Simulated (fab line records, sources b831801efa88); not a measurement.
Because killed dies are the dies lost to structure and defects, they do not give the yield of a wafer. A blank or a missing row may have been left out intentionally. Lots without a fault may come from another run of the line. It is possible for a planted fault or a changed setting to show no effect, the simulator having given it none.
A lot that was struck, set against a sound lot	flow sfq line	14 steps out of a route of 325
Sound: wafers L149.2, L149.3, L149.5. The struck wafers were L160.2, L160.4, L160.5. The cause comes at the end.
Each step with rows lists, per side, the tool, then ch with its chambers, then its first start. Under that, the readings that differ: sound wafers	struck wafers	difference of the means	sigmas: that difference in standard deviations of wafers without a fault.
alike: same words and numbers on both sides, and readings whose means sit less than 2 such deviations apart. not compared: any withheld reading, any reading some wafer has no value for, any bound like >300 that may hide the same value, and any number with overlapping values for which the record gives no deviation.
Wherever a step has rows on one side only, a row that says differs or no value, or a row with sigmas, the two part there. Numbers that have no deviation but don't overlap get no sigmas and don't part them. Lack of a reading on every wafer of one side parts them only where that side has two or more wafers.

SFQ_TRILAYER_M2_BARC_OPEN_METAL_ETCH_077: etches BARC in O2, target depth 125 nm, time 41.7 s.
  sound on rie metal-02 ch 0,1, day 33 05:28; struck on rie metal-01 ch 0, day 37 10:28
  alike: drypump motor current A, oes product au, rf fwd power W
  not compared: rf hours counter h
SFQ_TRILAYER_M2_ETCH_METAL_ETCH_060: etches Nb in Cl2/Ar, stops on SiO2, target depth 240 nm, time 120 s.
  sound on rie metal-02 ch 0,1, day 33 05:31; struck on rie metal-01 ch 0, day 37 10:32
  alike: drypump motor current A, oes product au, rf fwd power W
  not compared: rf hours counter h
then, 2 steps without rows for these wafers: SFQ_TRILAYER_M2_STRIP_STRIP_061 (strips in O2); SFQ_TRILAYER_M2_STRIP_SOLV_CLEAN_062 (cleans in NMP, time 600 s).
SFQ_TRILAYER_I2_DEP_PECVD_063: deposits SiO2 from SiH4/N2O, time 111.11 s, target thk 500 nm.
  sound on pecvd-01 ch 0,1,2, day 33 06:26; struck on pecvd-02 ch 0,1,2, day 37 11:26
  alike: heater power w, rf fwd power W, throttle valve pct
SFQ_TRILAYER_I2_CMP_CMP_064: polishes SiO2.
  sound on cmp-02 ch 1,2,3, day 33 07:01; struck on cmp-02 ch 2,3, day 37 12:01
  alike: motor current A, slurry flow ml min, time to endpoint s
SFQ_I2_BOW_MEAS_917:
  sound on film metro-03, day 33 09:32; struck on film metro-04, day 37 14:32
  alike: I2_BOW
SFQ_TRILAYER_I2_METRO_MEASURE_065:
  sound on film metro-03, day 33 09:50; struck on film metro-04, day 37 14:50
  alike: thk nm
then, 4 steps without rows for these wafers: SFQ_TRILAYER_I2_VIA_LITHO_COAT_072 (resist thk 62 nm); SFQ_TRILAYER_I2_VIA_LITHO_COAT_067 (resist thk 650 nm); SFQ_TRILAYER_I2_VIA_LITHO_SOFTBAKE_071; SFQ_TRILAYER_I2_VIA_LITHO_EXPOSE_068 (exposes mask I2, target cd 500 nm).
-- the record jumps here: 6 days lie between the struck wafers' starts before and after --
SFQ_TRILAYER_I2_VIA_LITHO_PEB_070: peb time 60 s.
  sound on litho track-04 ch 0, day 39 03:46; struck on litho track-03 ch 0, day 43 13:59
reading	sound	struck	difference	sigmas
heater power total W (W)	79.11 79.19 79.10	74.90 74.75 74.72	-4.34	-60
plate temp C (C)	115.11 114.92 114.99	110.23 110.07 110.12	-4.87	-35
then, 1 step without rows for these wafers: SFQ_TRILAYER_I2_VIA_LITHO_DEVELOP_069 (time 60 s).

== WHERE THEY PART ==
Within this record, at SFQ_TRILAYER_I2_VIA_LITHO_PEB_070 only.

WHY: whatever the simulator had introduced
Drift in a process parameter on litho track-03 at SFQ_TRILAYER_I2_VIA_LITHO_PEB_070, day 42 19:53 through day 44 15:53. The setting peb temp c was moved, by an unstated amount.
